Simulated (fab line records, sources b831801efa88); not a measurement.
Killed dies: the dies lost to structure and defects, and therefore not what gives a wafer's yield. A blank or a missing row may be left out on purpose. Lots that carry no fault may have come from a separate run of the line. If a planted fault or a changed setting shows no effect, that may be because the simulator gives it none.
Which tool is to blame? || flow sky130 || 12 lots, 36 wafers sampled, at 5 steps of a route of 708

== WHAT EACH GAUGE READ, for each wafer ==
SKY_FIELD_ISO_THK_MEAS_23.
{"lot": "L414", "measured": "day 2 06:44", "on": "film-metro-01", "FIELD_ISO_OXIDATION_01_THK (nm)": "10.06 10.08 10.07"}
{"lot": "L415", "measured": "day 2 12:37", "on": "film-metro-02", "FIELD_ISO_OXIDATION_01_THK (nm)": "9.84 10.01 9.95"}
{"lot": "L416", "measured": "day 2 18:47", "on": "film-metro-02", "FIELD_ISO_OXIDATION_01_THK (nm)": "9.87 9.94 9.83"}
{"lot": "L417", "measured": "day 2 23:49", "on": "film-metro-04", "FIELD_ISO_OXIDATION_01_THK (nm)": "10.18 10.19 10.16"}
{"lot": "L418", "measured": "day 3 07:52", "on": "film-metro-02", "FIELD_ISO_OXIDATION_01_THK (nm)": "10.11 10.11 10.20"}
{"lot": "L420", "measured": "day 3 14:46", "on": "film-metro-04", "FIELD_ISO_OXIDATION_01_THK (nm)": "10.18 10.09 10.03"}
{"lot": "L424", "measured": "day 4 10:59", "on": "film-metro-04", "FIELD_ISO_OXIDATION_01_THK (nm)": "10.17 10.02 10.03"}
{"lot": "L427", "measured": "day 5 08:36", "on": "film-metro-04", "FIELD_ISO_OXIDATION_01_THK (nm)": "10.21 10.12 10.20"}
{"lot": "L429", "measured": "day 5 12:30", "on": "film-metro-02", "FIELD_ISO_OXIDATION_01_THK (nm)": "10.06 10.21 10.18"}
{"lot": "L432", "measured": "day 6 08:07", "on": "film-metro-02", "FIELD_ISO_OXIDATION_01_THK (nm)": "10.44 10.38 10.21"}
{"lot": "L436", "measured": "day 7 01:41", "on": "film-metro-04", "FIELD_ISO_OXIDATION_01_THK (nm)": "9.77 9.82 9.87"}
{"lot": "L437", "measured": "day 7 05:38", "on": "film-metro-04", "FIELD_ISO_OXIDATION_01_THK (nm)": "9.74 9.84 9.84"}

SKY_PWDE_OVL_MEAS_07.
{"lot": "L414", "measured": "day 3 18:44", "on": "overlay-02", "PWDE_OVL (nm)": "2.4 1.5 4.0"}
{"lot": "L415", "measured": "day 4 02:01", "on": "overlay-01", "PWDE_OVL (nm)": "-2.2 -1.1 -1.8"}
{"lot": "L416", "measured": "day 4 07:50", "on": "overlay-01", "PWDE_OVL (nm)": "-0.7 -0.7 0.6"}
{"lot": "L417", "measured": "day 4 17:00", "on": "overlay-02", "PWDE_OVL (nm)": "0.7 2.2 1.5"}
{"lot": "L418", "measured": "day 4 23:20", "on": "overlay-01", "PWDE_OVL (nm)": "0.6 -0.5 1.0"}
{"lot": "L420", "measured": "day 5 07:14", "on": "overlay-01", "PWDE_OVL (nm)": "0.3 1.4 2.0"}
{"lot": "L424", "measured": "day 6 02:30", "on": "overlay-02", "PWDE_OVL (nm)": "3.2 2.5 2.3"}
{"lot": "L427", "measured": "day 7 04:47", "on": "overlay-01", "PWDE_OVL (nm)": "-0.1 0.5 0.6"}
{"lot": "L429", "measured": "day 7 09:02", "on": "overlay-01", "PWDE_OVL (nm)": "-1.6 -1.7 -0.4"}
{"lot": "L432", "measured": "day 8 04:25", "on": "overlay-02", "PWDE_OVL (nm)": "0.1 1.2 1.5"}
{"lot": "L436", "measured": "day 8 23:08", "on": "overlay-01", "PWDE_OVL (nm)": "-0.6 -0.7 -0.5"}
{"lot": "L437", "measured": "day 9 05:00", "on": "overlay-02", "PWDE_OVL (nm)": "-0.8 -1.9 -1.8"}

SKY_VT_ADJUST_LVTN_TW_MEAS_21.
{"lot": "L414", "measured": "day 7 15:53", "on": "film-metro-01", "VT_ADJUST_LVTN_2_TW": "190.1 191.2 190.9"}
{"lot": "L415", "measured": "day 7 23:28", "on": "film-metro-03", "VT_ADJUST_LVTN_2_TW": "188.4 188.6 188.5"}
{"lot": "L416", "measured": "day 8 08:13", "on": "film-metro-01", "VT_ADJUST_LVTN_2_TW": "190.0 189.6 190.8"}
{"lot": "L417", "measured": "day 8 16:55", "on": "film-metro-02", "VT_ADJUST_LVTN_2_TW": "186.4 185.9 186.2"}
{"lot": "L418", "measured": "day 9 00:29", "on": "film-metro-02", "VT_ADJUST_LVTN_2_TW": "188.7 188.0 188.5"}
{"lot": "L420", "measured": "day 9 10:05", "on": "film-metro-01", "VT_ADJUST_LVTN_2_TW": "189.6 188.8 188.6"}
{"lot": "L424", "measured": "day 10 09:13", "on": "film-metro-01", "VT_ADJUST_LVTN_2_TW": "188.6 189.2 188.6"}
{"lot": "L427", "measured": "day 11 15:49", "on": "film-metro-01", "VT_ADJUST_LVTN_2_TW": "173.8 172.8 173.5 173.1 173.2 172.4"}
{"lot": "L429", "measured": "day 11 22:06", "on": "film-metro-01", "VT_ADJUST_LVTN_2_TW": "172.6 172.6 173.4 173.0 173.2 173.3"}
{"lot": "L432", "measured": "day 12 21:58", "on": "film-metro-02", "VT_ADJUST_LVTN_2_TW": "187.1 188.2 187.7"}
{"lot": "L436", "measured": "day 13 23:03", "on": "film-metro-02", "VT_ADJUST_LVTN_2_TW": "187.7 188.6 188.8"}
{"lot": "L437", "measured": "day 14 04:15", "on": "film-metro-02", "VT_ADJUST_LVTN_2_TW": "187.9 187.5 188.2"}

== WHAT TOOL EACH LOT RAN ON (gives the tool, then ch and the chambers of the sampled wafers, and finally the start) ==
{"lot": "L414", "SKY_FIELD_ISO_ETCH_15": "rie-diel-01 ch 2,3, day 2 05:02", "SKY_VT_ADJUST_LVTN_IMPLANT_19": "implanter-02 ch 0, day 7 15:40"}
{"lot": "L415", "SKY_FIELD_ISO_ETCH_15": "rie-diel-02 ch 2,3, day 2 10:40", "SKY_VT_ADJUST_LVTN_IMPLANT_19": "implanter-02 ch 0, day 7 23:13"}
{"lot": "L416", "SKY_FIELD_ISO_ETCH_15": "rie-diel-01 ch 1,3, day 2 15:50", "SKY_VT_ADJUST_LVTN_IMPLANT_19": "implanter-02 ch 0, day 8 07:58"}
{"lot": "L417", "SKY_FIELD_ISO_ETCH_15": "rie-diel-04 ch 2,3, day 2 20:59", "SKY_VT_ADJUST_LVTN_IMPLANT_19": "implanter-01 ch 0, day 8 16:41"}
{"lot": "L418", "SKY_FIELD_ISO_ETCH_15": "rie-diel-04 ch 1,2, day 3 04:29", "SKY_VT_ADJUST_LVTN_IMPLANT_19": "implanter-01 ch 0, day 9 00:16"}
{"lot": "L420", "SKY_FIELD_ISO_ETCH_15": "rie-diel-02 ch 0,1,2, day 3 11:44", "SKY_VT_ADJUST_LVTN_IMPLANT_19": "implanter-01 ch 0, day 9 09:52"}
{"lot": "L424", "SKY_FIELD_ISO_ETCH_15": "rie-diel-04 ch 0,2,3, day 4 09:16", "SKY_VT_ADJUST_LVTN_IMPLANT_19": "implanter-01 ch 0, day 10 08:59"}
{"lot": "L427", "SKY_FIELD_ISO_ETCH_15": "rie-diel-01 ch 0,2,3, day 5 02:10", "SKY_VT_ADJUST_LVTN_IMPLANT_19": "implanter-01 ch 0, day 11 15:35"}
{"lot": "L429", "SKY_FIELD_ISO_ETCH_15": "rie-diel-01 ch 0,3, day 5 10:13", "SKY_VT_ADJUST_LVTN_IMPLANT_19": "implanter-01 ch 0, day 11 21:51"}
{"lot": "L432", "SKY_FIELD_ISO_ETCH_15": "rie-diel-04 ch 0,2, day 6 06:26", "SKY_VT_ADJUST_LVTN_IMPLANT_19": "implanter-02 ch 0, day 12 21:44"}
{"lot": "L436", "SKY_FIELD_ISO_ETCH_15": "rie-diel-02 ch 0,3, day 6 23:59", "SKY_VT_ADJUST_LVTN_IMPLANT_19": "implanter-04 ch 0, day 13 22:48"}
{"lot": "L437", "SKY_FIELD_ISO_ETCH_15": "rie-diel-01 ch 0,2,3, day 7 03:49", "SKY_VT_ADJUST_LVTN_IMPLANT_19": "implanter-02 ch 0, day 14 04:00"}
- SKY_FIELD_ISO_ETCH_15: etches the open film in CHF3/O2, stops on Si, target depth 180 nm, time 72 s.
- SKY_VT_ADJUST_LVTN_IMPLANT_19

== AS READ BY THE TOOLS THEMSELVES (means over the sampled wafers that have a number; for cases with no such wafer, the mark the record gives instead) ==
SKY_FIELD_ISO_ETCH_15.
{"lot": "L414", "tool": "rie-diel-01", "drypump-motor-current-A (A)": 5.8, "oes-product-au (a.u.)": 0.952, "throttle-valve-pct (%)": 8.850}
{"lot": "L415", "tool": "rie-diel-02", "drypump-motor-current-A (A)": 5.6, "oes-product-au (a.u.)": 0.943, "throttle-valve-pct (%)": 8.842}
{"lot": "L416", "tool": "rie-diel-01", "drypump-motor-current-A (A)": 5.4, "oes-product-au (a.u.)": 0.948, "throttle-valve-pct (%)": 8.846}
{"lot": "L417", "tool": "rie-diel-04", "drypump-motor-current-A (A)": 5.1, "oes-product-au (a.u.)": 0.933, "throttle-valve-pct (%)": 8.845}
{"lot": "L418", "tool": "rie-diel-04", "drypump-motor-current-A (A)": 5.2, "oes-product-au (a.u.)": 0.941, "throttle-valve-pct (%)": 8.843}
{"lot": "L420", "tool": "rie-diel-02", "drypump-motor-current-A (A)": 5.9, "oes-product-au (a.u.)": 0.944, "throttle-valve-pct (%)": 8.839}
{"lot": "L424", "tool": "rie-diel-04", "drypump-motor-current-A (A)": 5.3, "oes-product-au (a.u.)": 0.946, "throttle-valve-pct (%)": 8.849}
{"lot": "L427", "tool": "rie-diel-01", "drypump-motor-current-A (A)": 5.8, "oes-product-au (a.u.)": 0.942, "throttle-valve-pct (%)": 8.833}
{"lot": "L429", "tool": "rie-diel-01", "drypump-motor-current-A (A)": 5.8, "oes-product-au (a.u.)": 0.945, "throttle-valve-pct (%)": 8.842}
{"lot": "L432", "tool": "rie-diel-04", "drypump-motor-current-A (A)": 5.5, "oes-product-au (a.u.)": 0.939, "throttle-valve-pct (%)": 8.851}
{"lot": "L436", "tool": "rie-diel-02", "drypump-motor-current-A (A)": 5.6, "oes-product-au (a.u.)": 0.946, "throttle-valve-pct (%)": 8.851}
{"lot": "L437", "tool": "rie-diel-01", "drypump-motor-current-A (A)": 5.8, "oes-product-au (a.u.)": 0.937, "throttle-valve-pct (%)": 8.845}

SKY_VT_ADJUST_LVTN_IMPLANT_19.
{"lot": "L414", "tool": "implanter-02", "dose-ions-cm2": 6.501e+11, "faraday-current-uA": 3.69}
{"lot": "L415", "tool": "implanter-02", "dose-ions-cm2": 6.497e+11, "faraday-current-uA": 3.68}
{"lot": "L416", "tool": "implanter-02", "dose-ions-cm2": 6.499e+11, "faraday-current-uA": 3.66}
{"lot": "L417", "tool": "implanter-01", "dose-ions-cm2": 6.501e+11, "faraday-current-uA": 3.76}
{"lot": "L418", "tool": "implanter-01", "dose-ions-cm2": 6.502e+11, "faraday-current-uA": 3.64}
{"lot": "L420", "tool": "implanter-01", "dose-ions-cm2": 6.505e+11, "faraday-current-uA": 3.64}
{"lot": "L424", "tool": "implanter-01", "dose-ions-cm2": 6.508e+11, "faraday-current-uA": 3.70}
{"lot": "L427", "tool": "implanter-01", "dose-ions-cm2": 4.777e+11, "faraday-current-uA": 2.71}
{"lot": "L429", "tool": "implanter-01", "dose-ions-cm2": 4.781e+11, "faraday-current-uA": 2.72}
{"lot": "L432", "tool": "implanter-02", "dose-ions-cm2": 6.502e+11, "faraday-current-uA": 3.65}
{"lot": "L436", "tool": "implanter-04", "dose-ions-cm2": 6.497e+11, "faraday-current-uA": 3.73}
{"lot": "L437", "tool": "implanter-02", "dose-ions-cm2": 6.502e+11, "faraday-current-uA": 3.62}

== THE ANSWER, worked out from the rows above alone ==
Rule: the usual values come from the lots themselves. Put in order of their means at a reading, lots are off if they are a third of the lots or fewer, leave a main group of 4 or more, and stand apart from it by a gap of 3 or more times the standard deviation of the main group's means; of several such gaps the widest counts. If all means in a main group match to the digits the tables above print for the reading, that group is not used. Also off: a lot with no number at a reading for which 4 or more lots have one. Where the step has rows for the other lots, those lots are counted as sound. First the gauges in route order, then the tools' own readings, where a lot's mean is used as printed above. The first step at which some lot is off is used, and at that step the reading that is off furthest; a lot without a number counts as furthest.
Off: at SKY_VT_ADJUST_LVTN_TW_MEAS_21 (VT_ADJUST_LVTN_2_TW), L427, L429. The main group: mean 188.6, standard deviation 1.2.
A tool fits if, at a process step before that reading, it ran every lot that is off, and no sound lot after the first of them. Not tried: the gauges at SKY_VT_ADJUST_LVTN_TW_MEAS_21; whatever is off there is also off at SKY_VT_ADJUST_LVTN_IMPLANT_19, on other tools, and gauge error can't account for it. One fits: implanter-01 at SKY_VT_ADJUST_LVTN_IMPLANT_19. Its last sound lot is L424 (day 10 08:59), its first lot that is off L427 (day 11 15:35): a fault that began between those two fits.
The tool's own readings at SKY_VT_ADJUST_LVTN_IMPLANT_19 bear it out: on the lots that are off they differ by more than 5 times the standard deviation of the sound lots' means. dose-ions-cm2 reads 4.779e+11 there against 6.501e+11 on the sound lots; faraday-current-uA reads 2.71 there against 3.68 on the sound lots.

== WHAT THE SIMULATOR PUT IN ==
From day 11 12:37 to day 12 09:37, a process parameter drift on implanter-01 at SKY_VT_ADJUST_LVTN_IMPLANT_19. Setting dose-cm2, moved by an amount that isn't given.
Shown lots that were struck: L427, L429. Same finding as the rule above.
